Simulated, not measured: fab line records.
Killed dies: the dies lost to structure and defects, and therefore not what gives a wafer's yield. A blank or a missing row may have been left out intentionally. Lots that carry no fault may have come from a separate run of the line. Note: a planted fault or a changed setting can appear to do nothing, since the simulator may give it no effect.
Struck lot and sound lot, side by side -- flow sky130 -- 15 steps out of a route of 708
Sound: wafers L241.1, L241.2, L241.6. The struck wafers were L244.1, L244.3, L244.5. The cause is given at the end.
Order at every step that has rows: each side's tool, ch and its chambers, its first start. Under that, the readings that differ: sound wafers -- struck wafers -- difference of the means -- sigmas: that difference in standard deviations of wafers without a fault.
alike: a reading whose means differ by less than 2 such deviations, as well as words and numbers matching on both sides. not compared: withheld readings; readings where some wafer has no value; bounds like >300 that might hide an equal value; numbers whose values overlap and for which the record gives no deviation.
The two part at a step that has a row with sigmas, a row that says differs or no value, or rows on one side only. Numbers that have no deviation but don't overlap get no sigmas and don't part them. Lack of a reading on every wafer of one side parts them only where that side has two or more wafers.

first, 6 steps without rows for these wafers: SKY_LDD_N_HMDS_01 (prime time 60 s); SKY_LDD_N_COAT_02 (resist thk 300 nm); SKY_LDD_N_SOFTBAKE_03 (time 60 s); SKY_LDD_N_EXPOSE_04 (exposes mask NTM, target cd 840 nm); SKY_LDD_N_PEB_05; SKY_LDD_N_DEVELOP_06 (develop time 60 s).
SKY_LDD_N_OVL_MEAS_07:
  sound: overlay-01 at day 19 19:04; struck: overlay-02 at day 20 23:46
  alike: LDD_N_OVL
then, 5 steps without rows for these wafers: SKY_LDD_N_IMPLANT_08; SKY_LDD_N_IMPLANT_09; SKY_LDD_N_IMPLANT_10; SKY_LDD_N_IMPLANT_11; SKY_LDD_N_IMPLANT_12.
SKY_LDD_N_IMPLANT_13:
  sound on implanter-03 ch 0, day 19 19:52; struck on implanter-04 ch 0, day 21 00:53
next, for these wafers, 1 step has no rows: SKY_LDD_N_IMPLANT_14.
-- here the record skips 27 days between the struck wafers' starts before and after, leaving off in module LDD_N and picking up in module PAD_OPEN (first step shown: number 708 of the route) --
SKY_PAD_OPEN_PROBE_99:
  sound: prober-01 at day 47 01:37; struck: prober-02 at day 47 23:44
reading,sound,struck,difference,sigmas
model.etest.nfet_01v8_turned.drive_ua_um,518 508.5 509.5,456.9 458 463.1,-52.7,
model.etest.nfet_01v8_lvt.drive_ua_um,583.4 586.5 582.9,530.7 533.4 543.5,-48.4,
model.etest.nfet_01v8.drive_ua_um,511.3 510.8 506.5,465.1 466.3 473,-41.4,
model.etest.nfet_01v8_swapped.drive_ua_um,514.7 513 514,466.7 469.4 473.4,-44.1,
model.etest.tip_n.rs_ohm_sq,446.2 445.8 443.1,454.9 460.4 452.2,+10.8,
model.etest.nfet_01v8_turned.vt_v (V),0.6974 0.6955 0.6904,0.7485 0.7522 0.7462,+0.0545,
model.etest.nfet_01v8_lvt.vt_sat_v (V),0.5308 0.5284 0.5306,0.5847 0.5808 0.5738,+0.0498,
model.etest.nfet_01v8_swapped.vt_sat_v (V),0.6453 0.6416 0.6377,0.6901 0.6855 0.684,+0.0450,
  alike: killed_at_M0_to_M3, killed_at_M4_up, killed_at_contacts, killed_at_front_end, killed_at_other, killed_dies, killed_open, killed_short

## WHERE THEY PART
Nowhere in this record.

WHY: what had been put in by the simulator
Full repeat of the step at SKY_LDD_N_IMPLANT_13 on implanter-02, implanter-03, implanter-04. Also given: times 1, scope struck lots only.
